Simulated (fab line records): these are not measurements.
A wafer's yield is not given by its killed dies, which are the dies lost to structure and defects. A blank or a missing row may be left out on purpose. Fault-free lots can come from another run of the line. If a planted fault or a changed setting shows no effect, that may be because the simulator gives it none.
Struck lot and sound lot, side by side ; flow sfq line ; 21 steps out of a route of 325
Sound: the wafers L542.2, L542.4, L542.5. Struck: wafer L556.2; the same lot's L556.4 was not struck, so it is left out; see the end for the cause.
Per side, at each step with rows, come the tool, then ch with its chambers, and then its first start. Under that, the readings that differ: sound wafers ; struck wafers ; difference of the means ; sigmas: that difference in standard deviations of wafers without a fault.
alike: same words and numbers on both sides, and readings whose means sit less than 2 such deviations apart. not compared: any withheld reading, any reading some wafer has no value for, any bound like >300 that may hide the same value, and any number with overlapping values for which the record gives no deviation.
Wherever a step has rows on one side only, a row that says differs or no value, or a row with sigmas, the two part there. When numbers do not overlap yet have no deviation, they are printed without sigmas and do not part them. Lack of a reading on every wafer of one side parts them only where that side has two or more wafers.

first, 2 steps without rows for these wafers: SFQ_TRILAYER_M2_LITHO_PEB_060 (peb time 60 s); SFQ_TRILAYER_M2_LITHO_DEVELOP_059 (time 60 s).
SFQ_M2_OVL_MEAS_916:
  sound: overlay-01 at day 36 11:01; struck: overlay-01 at day 40 00:50
  alike: M2_OVL
SFQ_TRILAYER_M2_BARC_OPEN_METAL_ETCH_077: etches BARC in O2, target depth 125 nm, time 41.7 s.
  sound on rie metal-02 ch 0,1, day 36 11:03; struck on rie metal-02 ch 0, day 40 00:52
  alike: drypump motor current A, he backside leak sccm, oes product au
  not compared: rf hours counter h
then, 3 steps without rows for these wafers: SFQ_TRILAYER_M2_ETCH_METAL_ETCH_060 (etches Nb in Cl2/Ar, stops on SiO2, target depth 240 nm, time 120 s); SFQ_TRILAYER_M2_STRIP_STRIP_061 (strips in O2); SFQ_TRILAYER_M2_STRIP_SOLV_CLEAN_062 (cleans in NMP, time 600 s).
SFQ_TRILAYER_I2_DEP_PECVD_063: deposits SiO2 from SiH4/N2O, time 111.11 s, target thk 500 nm.
  sound on pecvd-01 ch 0,1, day 36 12:00; struck on pecvd-03 ch 2, day 40 02:00
  alike: heater power w, susceptor temp C, throttle valve pct
SFQ_TRILAYER_I2_CMP_CMP_064: polishes SiO2.
  sound on cmp-02 ch 0,1,3, day 36 13:53; struck on cmp-01 ch 3, day 40 04:55
reading;sound;struck;difference;sigmas
time to endpoint s (s);219 224 225;209;-14;-2
  alike: edge zone pressure frac, motor current A
SFQ_I2_BOW_MEAS_917:
  sound: film metro-04 at day 36 16:54; struck: film metro-03 at day 40 06:26
  alike: I2_BOW
SFQ_TRILAYER_I2_METRO_MEASURE_065:
  sound: film metro-04 at day 36 17:12; struck: film metro-03 at day 40 06:44
reading;sound;struck;difference;sigmas
thk nm (nm);199.1 200.9 200.7;197.4;-2.8;-3
then, 1 step without rows for these wafers: SFQ_TRILAYER_I2_VIA_LITHO_COAT_072 (resist thk 62 nm).
SFQ_TRILAYER_I2_VIA_LITHO_COAT_067: resist thk 650 nm.
  sound on litho track-03 ch 0, day 36 18:33; struck on litho track-04 ch 0, day 40 08:05
reading;sound;struck;difference;sigmas
model.KrF_of_TRILAYER_I2_VIA_LITHO_COAT_067.thk nm (nm);648.4 648.8 650.5;621.2;-28.0;
then, 4 steps without rows for these wafers: SFQ_TRILAYER_I2_VIA_LITHO_SOFTBAKE_071; SFQ_TRILAYER_I2_VIA_LITHO_EXPOSE_068 (exposes mask I2, target cd 500 nm); SFQ_TRILAYER_I2_VIA_LITHO_PEB_070 (peb time 60 s); SFQ_TRILAYER_I2_VIA_LITHO_DEVELOP_069 (time 60 s).
-- the record jumps here: 6 days lie between the struck wafers' starts before and after --
SFQ_I2_OVL_MEAS_918:
  sound: overlay-02 at day 42 15:11; struck: overlay-02 at day 46 10:36
reading;sound;struck;difference;sigmas
I2_OVL (nm);-6 -7 -8;13;+20;+4
then, 1 step without rows for these wafers: SFQ_TRILAYER_I2_VIA_BARC_OPEN_VIA_ETCH_096 (etches BARC in O2, target depth 125 nm, time 41.7 s).
SFQ_TRILAYER_I2_VIA_ETCH_VIA_ETCH_070: etches SiO2 in CHF3, stops on Nb, target depth 260 nm.
  sound on rie diel-01 ch 0,1,2, day 42 15:16; struck on rie diel-01 ch 1, day 46 10:40
reading;sound;struck;difference;sigmas
model.KrF_of_TRILAYER_I2_VIA_LITHO_COAT_067.thk nm (nm);526.5 526.3 531.6;498.7;-29.4;
  alike: drypump motor current A, oes product au
SFQ_TRILAYER_I2_VIA_STRIP_STRIP_071: strips in O2.
  sound on rie metal-01 ch 0,1, day 42 15:23; struck on rie metal-04 ch 0, day 46 10:47
  alike: drypump motor current A, he backside leak sccm, oes product au
  not compared: rf hours counter h

== WHERE THEY PART ==
Earliest at SFQ_TRILAYER_I2_CMP_CMP_064; latest, in this record, at SFQ_I2_OVL_MEAS_918. Later steps at which nothing parts them and some readings are alike: SFQ_TRILAYER_I2_VIA_ETCH_VIA_ETCH_070, SFQ_TRILAYER_I2_VIA_STRIP_STRIP_071.

WHY: what had been put in by the simulator
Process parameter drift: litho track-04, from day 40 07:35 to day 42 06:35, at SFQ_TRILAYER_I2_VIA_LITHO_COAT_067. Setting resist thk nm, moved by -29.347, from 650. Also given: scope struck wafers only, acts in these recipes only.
